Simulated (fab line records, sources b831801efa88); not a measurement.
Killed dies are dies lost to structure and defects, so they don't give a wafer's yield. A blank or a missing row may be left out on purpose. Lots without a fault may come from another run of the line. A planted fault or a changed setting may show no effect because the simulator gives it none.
A struck lot beside a sound one | flow gf180mcu | 23 steps out of a route of 602
Sound: wafers L607.4, L607.5, L607.6. Struck: wafer L620.6. (L620.1 of the same lot was not struck and is left out.) The cause comes at the end.
At each step with rows: each side's tool, then ch and its chambers, then its first start. Under that, the readings that differ: sound wafers | struck wafers | difference of the means | sigmas: that difference in standard deviations of wafers without a fault.
alike: readings whose means differ by less than 2 such deviations, and words and numbers that are the same on both sides. not compared: withheld readings, readings that some wafer has no value for, bounds like >300 that may hide the same value, and numbers for which the record gives no deviation and whose values overlap.
The two part at a step that has a row with sigmas, a row that says differs or no value, or rows on one side only. Numbers that don't overlap but have no deviation are shown without sigmas and don't part them. A reading that every wafer of one side lacks parts them only if that side has two wafers or more.

first, 2 steps without rows for these wafers: GF_HV_LDD_PEB_29; GF_HV_LDD_DEVELOP_30 (develop time 60 s).
GF_HV_LDD_CD_MEAS_31: target cd 400 nm.
  sound on cd_sem-02, day 13 23:58; struck on cd_sem-02, day 18 14:49
  alike: cd_nm
GF_HV_LDD_OVL_MEAS_32:
  sound on overlay-01, day 14 00:02; struck on overlay-01, day 18 14:56
  alike: HV_LDD_02_OVL
then, 4 steps without rows for these wafers: GF_HV_LDD_IMPLANT_33; GF_HV_LDD_IMPLANT_34; GF_HV_LDD_IMPLANT_35; GF_HV_LDD_IMPLANT_36.
GF_HV_LDD_STRIP_37: strips in O2/N2.
  sound on plasma_asher-01 ch 0,1, day 14 00:41; struck on plasma_asher-04 ch 0, day 18 15:35
  reading                      | sound             | struck | difference | sigmas
  heater_power_w (W)           | 409 398 335       | 269    | -112       | -4
  strip_time_to_endpoint_s (s) | 12.61 12.59 12.56 | 12.70  | +0.11      | +2
  alike: drypump_motor_current_A, oes_product_au
  not compared: rf_hours_counter_h
GF_HV_LDD_TW_MEAS_38:
  sound on film_metro-01, day 14 00:47; struck on film_metro-03, day 18 15:41
  alike: HV_LDD_3_TW
then, 2 steps without rows for these wafers: GF_HV_LDD_DEHYDRATE_39 (time 60 s); GF_HV_LDD_HMDS_40 (prime time 60 s).
GF_HV_LDD_COAT_41: resist thk 1000 nm.
  sound on litho_track-03 ch 0, day 14 10:19; struck on litho_track-01 ch 0, day 19 03:16
  reading                                     | sound          | struck | difference | sigmas
  model.NOVOLAK_of_HV_LDD_COAT_41.thk_nm (nm) | 1000 1002 1002 | 980.8  | -20.5      |
then, 3 steps without rows for these wafers: GF_HV_LDD_SOFTBAKE_42 (time 60 s); GF_HV_LDD_EXPOSE_43 (exposes mask Pplus HV AREA, target cd 400 nm); GF_HV_LDD_PEB_44.
GF_HV_LDD_DEVELOP_45: develop time 60 s.
  sound on litho_track-04 ch 0, day 14 20:16; struck on litho_track-04 ch 0, day 19 15:23
  reading                                     | sound           | struck | difference | sigmas
  model.NOVOLAK_of_HV_LDD_COAT_41.thk_nm (nm) | 999.9 1002 1001 | 980.4  | -20.6      |
GF_HV_LDD_CD_MEAS_46: target cd 400 nm.
  sound on cd_sem-01, day 14 20:24; struck on cd_sem-01, day 19 15:32
  alike: cd_nm
GF_HV_LDD_OVL_MEAS_47:
  sound on overlay-02, day 14 20:29; struck on overlay-01, day 19 15:40
  alike: HV_LDD_03_OVL
then, 1 step without rows for these wafers: GF_HV_LDD_IMPLANT_48.
GF_HV_LDD_STRIP_49: strips in O2/N2.
  sound on plasma_asher-02 ch 0,1, day 14 20:41; struck on plasma_asher-01 ch 1, day 19 15:51
  reading                      | sound             | struck | difference | sigmas
  heater_power_w (W)           | 333 336 319       | 406    | +77        | +3
  strip_time_to_endpoint_s (s) | 12.62 12.67 12.64 | 12.40  | -0.24      | -7
  alike: drypump_motor_current_A, oes_product_au
  not compared: rf_hours_counter_h
GF_HV_LDD_TW_MEAS_50:
  sound on film_metro-03, day 14 20:47; struck on film_metro-01, day 19 15:57
  alike: HV_LDD_4_TW
-- the record jumps here: 15 days lie between the struck wafers' starts before and after (it left off in module HV_LDD and takes up again in module PASSIVATION, whose first step shown is number 602 of the route) --
GF_PASSIVATION_PROBE_99:
  the record has rows for the struck wafers here (prober-01, day 34 18:38) and none for the sound ones

WHERE THEY PART
First at GF_HV_LDD_STRIP_37; last, within this record, at GF_PASSIVATION_PROBE_99.

WHY: what the simulator had put in
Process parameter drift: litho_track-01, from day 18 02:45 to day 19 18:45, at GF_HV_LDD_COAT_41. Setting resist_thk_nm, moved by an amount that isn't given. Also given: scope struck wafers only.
